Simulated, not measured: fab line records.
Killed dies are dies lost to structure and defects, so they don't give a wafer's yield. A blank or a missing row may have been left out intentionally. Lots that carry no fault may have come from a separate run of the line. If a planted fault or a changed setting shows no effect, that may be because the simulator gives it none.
Struck lot and sound lot, side by side | flow sky130 | 44 out of 708 route steps
Sound: the wafers L176.1, L176.2, L176.5. The struck wafers were L189.2, L189.3, L189.4. The cause comes at the end.
At each step with rows: each side's tool, then ch and its chambers, then its first start. Under that, the readings that differ: sound wafers | struck wafers | difference of the means | sigmas: that difference in standard deviations of wafers without a fault.
alike: same words and numbers on both sides, and readings whose means sit less than 2 such deviations apart. not compared: any withheld reading, any reading some wafer has no value for, any bound like >300 that may hide the same value, and any number with overlapping values for which the record gives no deviation.
The two part at a step that has a row with sigmas, a row that says differs or no value, or rows on one side only. Non-overlapping numbers with no deviation appear without sigmas and do not part them. Lack of a reading on every wafer of one side parts them only where that side has two or more wafers.

first, 3 steps without rows for these wafers: SKY_FIELD_ISO_CLEAN_20 (cleans in dHF, time 20 s); SKY_FIELD_ISO_WET_ETCH_21 (etches SiO2 in dHF, target depth 20 nm, time 400 s); SKY_FIELD_ISO_OXIDATION_22 (stabilise 600 s, purge 300 s, target thk 10 nm).
SKY_FIELD_ISO_THK_MEAS_23:
  sound on film-metro-01, day 3 19:28; struck on film-metro-01, day 6 16:11
  alike: FIELD_ISO_OXIDATION_01_THK
then, 1 step without rows for these wafers: SKY_FIELD_ISO_CVD_24 (deposits SiO2, target thk 595 nm, time 99.2 s).
SKY_FIELD_ISO_THK_MEAS_25:
  sound on film-metro-02, day 3 19:36; struck on film-metro-03, day 6 16:19
  alike: FIELD_ISO_CVD_24_THK
then, 1 step without rows for these wafers: SKY_FIELD_ISO_ANNEAL_26 (time 1800 s).
SKY_FIELD_ISO_CMP_27: polishes, stops on Si3N4, t overpolish 16 s, target thk 457.8 nm.
  sound on cmp-01 ch 0,1,3, day 3 22:15; struck on cmp-02 ch 0,2,3, day 6 19:11
  alike: head-pressure-psi, motor-current-A, overpolish-run-s, time-to-endpoint-s
then, 4 steps without rows for these wafers: SKY_FIELD_ISO_WET_ETCH_28 (etches SiO2 in dHF, target depth 23.7 nm, time 47 s); SKY_FIELD_ISO_WET_ETCH_29 (etches Si3N4 in H3PO4, target depth 160 nm, time 1825 s); SKY_FIELD_ISO_WET_ETCH_30 (etches SiO2 in dHF, target depth 25 nm, time 50 s); SKY_NWELL_CLEAN_00 (cleans in SC1/SC2, time 150 s).
SKY_NWELL_OXIDATION_01: stabilise 600 s, purge 300 s, target thk 10 nm.
  sound on furnace-02 ch 0, day 3 23:43; struck on furnace-02 ch 0, day 6 23:24
  alike: ox-temp-c-max, spike-tc-centre-C, zone-power-top-pct
SKY_NWELL_THK_MEAS_02:
  sound on film-metro-04, day 4 01:06; struck on film-metro-03, day 7 01:08
  reading                  | sound             | struck            | difference | sigmas
  NWELL_OXIDATION_THK (nm) | 10.13 10.36 10.15 | 16.31 16.42 16.20 | +6.10      | +44
then, 8 steps without rows for these wafers: SKY_DNWELL_DEHYDRATE_00 (time 60 s); SKY_DNWELL_HMDS_01 (prime time 60 s); SKY_DNWELL_COAT_02 (resist thk 3000 nm); SKY_DNWELL_SOFTBAKE_03; SKY_DNWELL_EXPOSE_04 (exposes mask DNM, target cd 3000 nm); SKY_DNWELL_PEB_05; SKY_DNWELL_DEVELOP_06 (develop time 60 s); SKY_DNWELL_IMPLANT_07.
SKY_DNWELL_STRIP_08: strips in O2/N2.
  sound on plasma-asher-03 ch 0,1, day 4 16:59; struck on plasma-asher-02 ch 0,1, day 7 18:19
  reading                      | sound             | struck            | difference | sigmas
  drypump-motor-current-A (A)  | 5.96 5.94 5.93    | 5.41 5.58 5.43    | -0.47      | -2
  strip-time-to-endpoint-s (s) | 37.02 37.04 36.92 | 36.79 36.82 36.79 | -0.19      | -2
  alike: n2-flow-sccm, oes-product-au
  not compared: rf-hours-counter-h
SKY_DNWELL_TW_MEAS_09:
  sound on film-metro-04, day 4 17:05; struck on film-metro-04, day 7 18:25
  alike: DNWELL_TW
then, 7 steps without rows for these wafers: SKY_PWDE_DEHYDRATE_00 (time 60 s); SKY_PWDE_HMDS_01 (prime time 60 s); SKY_PWDE_COAT_02 (resist thk 3000 nm); SKY_PWDE_SOFTBAKE_03; SKY_PWDE_EXPOSE_04 (exposes mask PWDEM, target cd 840 nm); SKY_PWDE_PEB_05; SKY_PWDE_DEVELOP_06 (develop time 60 s).
SKY_PWDE_OVL_MEAS_07:
  sound on overlay-01, day 5 10:19; struck on overlay-01, day 8 15:18
  alike: PWDE_OVL
after that, 1 step had no rows for these wafers: SKY_PWDE_IMPLANT_08.
SKY_PWDE_STRIP_09: strips in O2/N2.
  sound on plasma-asher-04 ch 0,1, day 5 10:30; struck on plasma-asher-04 ch 0,1, day 8 15:29
  alike: drypump-motor-current-A, n2-flow-sccm, oes-product-au, strip-time-to-endpoint-s
  not compared: rf-hours-counter-h
SKY_PWDE_TW_MEAS_10:
  sound on film-metro-04, day 5 10:36; struck on film-metro-04, day 8 15:35
  alike: PWDE_TW
then, 7 steps without rows for these wafers: SKY_NWELL_DEHYDRATE_03 (time 60 s); SKY_NWELL_HMDS_04 (prime time 60 s); SKY_NWELL_COAT_05 (resist thk 3000 nm); SKY_NWELL_SOFTBAKE_06; SKY_NWELL_EXPOSE_07 (exposes mask NWM, target cd 840 nm); SKY_NWELL_PEB_08; SKY_NWELL_DEVELOP_09 (develop time 60 s).
SKY_NWELL_TW_MEAS_15:
  sound on film-metro-01, day 6 04:48; struck on film-metro-01, day 9 13:02
  alike: NWELL_TW
SKY_PAD_OPEN_PROBE_99:
  rows exist in the record for the sound wafers here (prober-01, day 47 16:12), none for the struck ones

## WHERE THEY PART
Last at SKY_PAD_OPEN_PROBE_99 as far as this record goes, first at SKY_NWELL_THK_MEAS_02.

WHY: the cause the simulator had injected
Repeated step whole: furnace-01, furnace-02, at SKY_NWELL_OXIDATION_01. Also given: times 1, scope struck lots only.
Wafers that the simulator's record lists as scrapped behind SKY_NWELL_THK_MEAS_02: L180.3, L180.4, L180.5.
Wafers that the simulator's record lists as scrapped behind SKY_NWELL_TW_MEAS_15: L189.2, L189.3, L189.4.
